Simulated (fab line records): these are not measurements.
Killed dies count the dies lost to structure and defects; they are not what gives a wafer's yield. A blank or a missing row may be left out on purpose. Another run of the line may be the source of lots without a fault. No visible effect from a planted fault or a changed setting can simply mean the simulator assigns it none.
2 desks looking at one fault | flow gf180mcu | what lay behind the numbers comes last; until then each desk has only its own

## THE METROLOGY DESK
Means of the sampled wafers that have a number, per lot and without regard to the tool the lot ran on: this is what the gauges read. If a lot's mean is further than 4 standard deviations from the usual mean, the lot is out of limits and carries the mark OUT (the distance appears in the brackets).
Columns: A = V4_CVD_00_THK at GF_V4_THK_MEAS_01, usual 600 nm
lot  | first seen here | A
L366 | day 24 15:44    | 597
L368 | day 24 23:49    | 607
L372 | day 26 16:10    | 590
L373 | day 26 16:52    | 607
L374 | day 26 22:25    | 592
L375 | day 27 00:11    | 594
L378 | day 28 10:07    | 602
L377 | day 28 10:42    | 603
L380 | day 28 15:25    | 605
L382 | day 29 09:44    | 605
L383 | day 29 10:05    | 591
L387 | day 30 21:11    | 605
This desk found nothing out of limits on any of the 12 lots.

## TOOL OWNER'S DESK, pvdSputter-04
The tool's own readings at GF_TOP_METAL_SPUTTER_02 (material AlCu, target thk 900 nm, time 47.82 s): means of the sampled wafers that have a number, for each lot that ran on this tool. If a lot's mean is further than 4 standard deviations from the usual mean, the lot is out of limits and carries the mark OUT (the distance appears in the brackets).
Columns: A = throttleValvePct at GF_TOP_METAL_SPUTTER_02, usual 30.1 %
lot  | first seen here | A
L366 | day 28 08:58    | 30.0
L373 | day 30 04:49    | 31.1
L375 | day 30 12:06    | 31.0
L378 | day 31 17:49    | 30.2
L380 | day 31 22:44    | 30.2
L383 | day 32 14:49    | 30.5
This desk found nothing out of limits on any of the 6 lots.

## TAKEN TOGETHER
The metrology desk saw nothing out of limits.
The desk of the tool owner found nothing out of limits.

## WHAT HAD BEEN PUT IN BY THE SIMULATOR
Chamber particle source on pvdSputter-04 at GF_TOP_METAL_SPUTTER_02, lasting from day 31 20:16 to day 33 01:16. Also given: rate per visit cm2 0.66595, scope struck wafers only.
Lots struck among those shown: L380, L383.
